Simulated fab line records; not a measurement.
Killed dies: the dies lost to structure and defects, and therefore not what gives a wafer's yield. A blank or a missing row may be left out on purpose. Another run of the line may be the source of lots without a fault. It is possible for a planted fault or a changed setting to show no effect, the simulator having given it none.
Which tool did it?    flow sky130    11 lots, 33 wafers sampled, at 3 steps of a route of 708

## WHAT THE GAUGES SHOWED, per wafer
SKY_RES_XHIGH_TW_MEAS_09.
lot   measured      on             RES_XHIGH_TW
L846  day 27 00:56  film-metro-02  1630 1625 1633
L847  day 27 15:52  film-metro-02  1609 1628 1621
L849  day 27 18:13  film-metro-02  1618 1616 1622
L850  day 28 06:01  film-metro-04  1646 1640 1648
L853  day 29 16:50  film-metro-02  1617 1616 1608
L854  day 29 23:26  film-metro-02  1612 1624 1614
L855  day 30 02:23  film-metro-02  1629 1619 1621
L863  day 32 12:49  film-metro-03  1345 1347 1353
L866  day 33 11:32  film-metro-04  1322 1324 1321
L867  day 34 09:05  film-metro-03  1631 1634 1632
L868  day 34 09:11  film-metro-02  1620 1631 1628

## WHAT TOOL EACH LOT RAN ON (gives the tool, then ch and the chambers of the sampled wafers, and finally the start)
lot   SKY_POLY_GATE_ETCH_15               SKY_RES_XHIGH_IMPLANT_07
L846  rie-diel-03 ch 0,1,2, day 16 19:56  implanter-03 ch 0, day 27 00:41
L847  rie-diel-01 ch 1,3, day 17 08:26    implanter-02 ch 0, day 27 15:38
L849  rie-diel-01 ch 0,2,3, day 17 11:47  implanter-02 ch 0, day 27 18:00
L850  rie-diel-01 ch 0,1,2, day 17 21:05  implanter-03 ch 0, day 28 05:48
L853  rie-diel-01 ch 0,1,2, day 19 12:08  implanter-02 ch 0, day 29 16:35
L854  rie-diel-03 ch 1,2,3, day 19 19:20  implanter-03 ch 0, day 29 23:11
L855  rie-diel-01 ch 0,1,2, day 20 01:39  implanter-03 ch 0, day 30 02:08
L863  rie-diel-01 ch 0,1,2, day 22 17:44  implanter-03 ch 0, day 32 12:35
L866  rie-diel-04 ch 0,2,3, day 23 17:57  implanter-03 ch 0, day 33 11:17
L867  rie-diel-04 ch 1,2,3, day 24 00:38  implanter-02 ch 0, day 34 08:50
L868  rie-diel-03 ch 0,1,2, day 24 07:44  implanter-01 ch 0, day 34 08:57
- SKY_POLY_GATE_ETCH_15: etches BARC in N2/H2, stops on SiO2, time 118.5 s, target depth 110 nm.
- SKY_RES_XHIGH_IMPLANT_07

## THE ANSWER, worked out from the rows above alone
Rule: the lots themselves supply what counts as usual. Put in order of their means at a reading, lots are off if they are a third of the lots or fewer, leave a main group of 4 or more, and stand apart from it by a gap of 3 or more times the standard deviation of the main group's means; of several such gaps the widest counts. If all means in a main group match to the digits the tables above print for the reading, that group is not used. Also off: a lot with no number at a reading for which 4 or more lots have one. Where the step has rows for the other lots, those lots are counted as sound.
Off: L863, L866, at SKY_RES_XHIGH_TW_MEAS_09 (RES_XHIGH_TW). The main group: mean 1625, standard deviation 9.
A tool fits if, at a process step before that reading, it ran every lot that is off, and no sound lot after the first of them. Gauges at SKY_RES_XHIGH_TW_MEAS_09: tried the same way as those tools. One fits: implanter-03 at SKY_RES_XHIGH_IMPLANT_07. A fault onset in the window from L855 (day 30 02:08, its last sound lot) to L863 (day 32 12:35, its first lot off) fits.

## WHAT WAS PUT IN BY THE SIMULATOR
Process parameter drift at SKY_RES_XHIGH_IMPLANT_07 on implanter-03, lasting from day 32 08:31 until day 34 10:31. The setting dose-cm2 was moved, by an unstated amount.
Lots struck among those shown: L863, L866. The same result came from the rule above.
